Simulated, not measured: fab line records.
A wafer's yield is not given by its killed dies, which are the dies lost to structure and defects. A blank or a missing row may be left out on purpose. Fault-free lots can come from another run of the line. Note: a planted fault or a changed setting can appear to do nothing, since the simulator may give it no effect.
The tool behind it: which one?    flow gf180mcu    7 lots with 21 wafers sampled at 2 steps, on a route of 602 steps

WHAT EACH GAUGE READ, for each wafer
GF_V2_THK_MEAS_03.
lot   measured      on             V2_CVD_02_THK (nm)
L574  day 20 01:52  film-metro-04  833 836 840
L582  day 23 01:41  film-metro-02  851 853 854
L584  day 23 12:26  film-metro-04  838 865 851
L588  day 24 21:50  film-metro-02  834 847 850
L590  day 25 22:43  film-metro-02  849 828 864
L592  day 26 11:25  film-metro-02  851 869 873
L595  day 27 05:33  film-metro-01  835 839 844

WHAT TOOL EACH LOT RAN ON (gives the tool, then ch and the chambers of the sampled wafers, and finally the start)
lot   GF_SALICIDE_RTA_08
L574  rtp-anneal-02 ch 0, day 15 22:17
L582  rtp-anneal-01 ch 0, day 18 19:42
L584  rtp-anneal-01 ch 0, day 19 07:49
L588  rtp-anneal-02 ch 0, day 20 19:51
L590  rtp-anneal-01 ch 0, day 22 00:37
L592  rtp-anneal-02 ch 0, day 22 11:58
L595  rtp-anneal-02 ch 0, day 23 10:46
- GF_SALICIDE_RTA_08: time 30 s.

THE ANSWER, worked out from the rows above alone
Rule: what is usual is taken from the lots themselves. The widest of any qualifying gaps counts: lots, ordered by their means at a reading, are off when they make up no more than a third of the lots, leave a main group of 4 or more, and stand apart from it by 3 or more times the standard deviation of that group's means. If all means in a main group match to the digits the tables above print for the reading, that group is not used. A lot without any number at a reading at which 4 lots or more have one is off too. Any other lot the step has rows for is counted as sound.
No lot is off at any reading shown: from this, nothing can be told.

WHAT THE SIMULATOR PUT IN
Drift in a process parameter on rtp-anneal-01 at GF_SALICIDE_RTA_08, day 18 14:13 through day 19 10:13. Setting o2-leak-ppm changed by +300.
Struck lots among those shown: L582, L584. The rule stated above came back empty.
